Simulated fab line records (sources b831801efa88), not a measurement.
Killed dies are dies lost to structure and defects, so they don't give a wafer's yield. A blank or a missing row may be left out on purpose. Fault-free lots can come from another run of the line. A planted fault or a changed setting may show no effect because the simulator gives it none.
Struck lot and sound lot, side by side | flow gf180mcu | 14 steps out of a route of 602
Sound: the wafers L705.1, L705.3, L705.6. Wafers L706.3, L706.4, L706.5 were the ones struck. The cause is given at the end.
Per side, at each step with rows, come the tool, then ch with its chambers, and then its first start. Under that, the readings that differ: sound wafers | struck wafers | difference of the means | sigmas: that difference in standard deviations of wafers without a fault.
alike: readings whose means differ by less than 2 such deviations, and words and numbers that are the same on both sides. not compared: withheld readings, readings that some wafer has no value for, bounds like >300 that may hide the same value, and numbers for which the record gives no deviation and whose values overlap.
A row with sigmas, a row that says differs or no value, or rows on one side alone: a step with any of these is where the two part. Numbers that have no deviation but don't overlap get no sigmas and don't part them. Lack of a reading on every wafer of one side parts them only where that side has two or more wafers.

GF_M1_SPUTTER_01: material TiN, target thk 30 nm, time 25 s.
  sound on pvd-sputter-02 at day 20 05:50; struck on pvd-sputter-01 at day 20 18:56
  alike: throttle-valve-pct
GF_M1_SPUTTER_02: material AlCu, target thk 450 nm, time 23.9 s.
  sound on pvd-sputter-02 at day 20 05:52; struck on pvd-sputter-01 at day 20 18:58
  alike: throttle-valve-pct
GF_M1_SPUTTER_03: material Ti, target thk 10 nm, time 6.7 s.
  sound on pvd-sputter-02 at day 20 05:54; struck on pvd-sputter-01 at day 20 18:59
  alike: throttle-valve-pct
GF_M1_SPUTTER_04: material TiN, target thk 50 nm, time 41.7 s.
  sound on pvd-sputter-02 at day 20 05:55; struck on pvd-sputter-01 at day 20 19:01
  alike: throttle-valve-pct
GF_M1_RS_MEAS_05: measures by four-point-probe.
  sound on film-metro-03 at day 20 05:58; struck on film-metro-03 at day 20 19:05
  alike: M1_ALCU_RS
GF_M1_THK_MEAS_06: measures by xrf.
  sound on film-metro-03 at day 20 06:05; struck on film-metro-03 at day 20 19:11
  alike: M1_ALCU_THK
then, 6 steps without rows for these wafers: GF_M1_DEHYDRATE_07 (time 60 s); GF_M1_HMDS_08 (prime time 60 s); GF_M1_COAT_09 (resist thk 1000 nm); GF_M1_SOFTBAKE_10 (time 60 s); GF_M1_EXPOSE_11 (exposes mask Metal1, target cd 230 nm); GF_M1_PEB_12 (peb time 90 s).
GF_M1_DEVELOP_13: develop time 60 s.
  struck on litho-track-02, day 21 19:20; sound on litho-track-01 ch 0, day 21 05:51
  no value came back on the struck wafers for chill-plate-temp-C (C), develop-time-s (s); on the sound wafers chill-plate-temp-C (C) reads 22.93 22.96 23.02
  reading                             | sound             | struck         | difference | sigmas
  model.KrF_of_M1_COAT_09.thk-nm (nm) | 985.6 989.2 985.1 | 1004 1003 1003 | +17        |
GF_M1_CD_MEAS_14: target cd 230 nm.
  sound on cd-sem-01 at day 21 06:00; struck on cd-sem-02 at day 21 19:29
  reading    | sound             | struck | difference                    | sigmas
  cd-nm (nm) | 230.3 231.0 230.2 | - - -  | no value on the struck wafers |

## WHERE THEY PART
First at GF_M1_DEVELOP_13; last, within this record, at GF_M1_CD_MEAS_14.

WHY: what the simulator had put in
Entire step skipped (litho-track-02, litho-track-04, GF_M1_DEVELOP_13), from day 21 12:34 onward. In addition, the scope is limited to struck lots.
